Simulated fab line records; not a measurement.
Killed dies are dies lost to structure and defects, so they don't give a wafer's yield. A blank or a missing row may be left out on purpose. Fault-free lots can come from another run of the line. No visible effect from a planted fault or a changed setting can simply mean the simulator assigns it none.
Check for tools in common + flow gf180mcu + Sampled: 13 lots, 39 wafers

WHY THIS WAS OPENED
Of 13 lots, 1 have the reading HV_LDD_2_TW flagged at GF_HV_LDD_TW_MEAS_23. Wafers without a fault read 1052, standard deviation 6.1.
Rule: a lot gets a flag if all its wafers with a number sit over 4 standard deviations from that mean, or if no wafer of it has a number. The rest of the lots are taken to be sound.

| lot  | measured     | on            | HV_LDD_2_TW, wafer by wafer | flag    |
|------|--------------|---------------|-----------------------------|---------|
| L766 | day 10 11:47 | film_metro-01 | 1048 1046 1044              |         |
| L767 | day 11 12:27 | film_metro-03 | 1048 1048 1048              |         |
| L770 | day 12 04:02 | film_metro-03 | 1042 1047 1049              |         |
| L771 | day 12 09:51 | film_metro-03 | 1046 1048 1046              |         |
| L772 | day 12 15:52 | film_metro-02 | 30 30 30                    | FLAGGED |
| L780 | day 15 08:41 | film_metro-01 | 1051 1051 1052              |         |
| L781 | day 15 16:35 | film_metro-01 | 1049 1050 1045              |         |
| L782 | day 15 17:31 | film_metro-03 | 1044 1051 1040              |         |
| L783 | day 16 10:46 | film_metro-03 | 1056 1053 1058              |         |
| L784 | day 16 22:26 | film_metro-03 | 1055 1055 1056              |         |
| L785 | day 17 03:38 | film_metro-03 | 1049 1054 1054              |         |
| L787 | day 17 15:34 | film_metro-02 | 1057 1052 1055              |         |
| L788 | day 17 19:28 | film_metro-02 | 1055 1054 1050              |         |
The numbers of the flagged lots are 30 on average: -1022 against the usual, or -99 or more standard deviations.

LOT BY LOT: THE TOOL USED
The record holds 1 process step before the reading, out of a route of 602 steps. Every cell lists first the tool, next ch and the chambers used by the sampled wafers, and last the start.
| lot  | flag    | GF_HV_LDD_EXPOSE_16                 |
|------|---------|-------------------------------------|
| L766 |         | iline_stepper-01 ch 0, day 10 02:46 |
| L767 |         | iline_stepper-01 ch 0, day 11 03:25 |
| L770 |         | iline_stepper-02 ch 0, day 11 18:22 |
| L771 |         | iline_stepper-02 ch 0, day 11 23:48 |
| L772 | FLAGGED | iline_stepper-02 ch 0, day 12 05:55 |
| L780 |         | iline_stepper-01 ch 0, day 14 21:22 |
| L781 |         | iline_stepper-01 ch 0, day 15 05:23 |
| L782 |         | iline_stepper-02 ch 0, day 15 06:40 |
| L783 |         | iline_stepper-01 ch 0, day 15 23:38 |
| L784 |         | iline_stepper-02 ch 0, day 16 11:08 |
| L785 |         | iline_stepper-01 ch 0, day 16 16:05 |
| L787 |         | iline_stepper-02 ch 0, day 17 03:49 |
| L788 |         | iline_stepper-01 ch 0, day 17 07:52 |
These steps, and what they do:
- GF_HV_LDD_EXPOSE_16: exposes mask Pplus LV AREA, target cd 400 nm.
- GF_HV_LDD_TW_MEAS_23

FLAGGED AGAINST TOTAL, ONE TOOL AT A TIME (gauges that did the reading follow at the end)
| step                 | tool             | lots run | flagged | share of the flagged lots | sound lots run after its first flagged lot |
|----------------------|------------------|----------|---------|---------------------------|--------------------------------------------|
| GF_HV_LDD_EXPOSE_16  | iline_stepper-01 | 7        | 0       | none                      | -                                          |
| GF_HV_LDD_EXPOSE_16  | iline_stepper-02 | 6        | 1       | all                       | 3 (L782,L784,L787)                         |
| GF_HV_LDD_TW_MEAS_23 | film_metro-01    | 3        | 0       | none                      | -                                          |
| GF_HV_LDD_TW_MEAS_23 | film_metro-02    | 3        | 1       | all                       | 2 (L787,L788)                              |
| GF_HV_LDD_TW_MEAS_23 | film_metro-03    | 7        | 0       | none                      | -                                          |

THE TABLE: WHAT IT ALLOWS
iline_stepper-02 at GF_HV_LDD_EXPOSE_16 and film_metro-02 at GF_HV_LDD_TW_MEAS_23 are the 2 rows of the table that ran each flagged lot.
- iline_stepper-02 at GF_HV_LDD_EXPOSE_16 ran 6 lots, 1 of them flagged. Lots that were sound ran on it after the first flagged one (L782, L784, L787); a persistent fault on the entire tool would not allow that.
- film_metro-02 at GF_HV_LDD_TW_MEAS_23 ran 3 lots, 1 of them flagged. Lots that were sound ran on it after the first flagged one (L787, L788); a persistent fault on the entire tool would not allow that.
Not one row of the table ran every flagged lot while running no sound lot after the first.

WHAT HAD BEEN PUT IN BY THE SIMULATOR
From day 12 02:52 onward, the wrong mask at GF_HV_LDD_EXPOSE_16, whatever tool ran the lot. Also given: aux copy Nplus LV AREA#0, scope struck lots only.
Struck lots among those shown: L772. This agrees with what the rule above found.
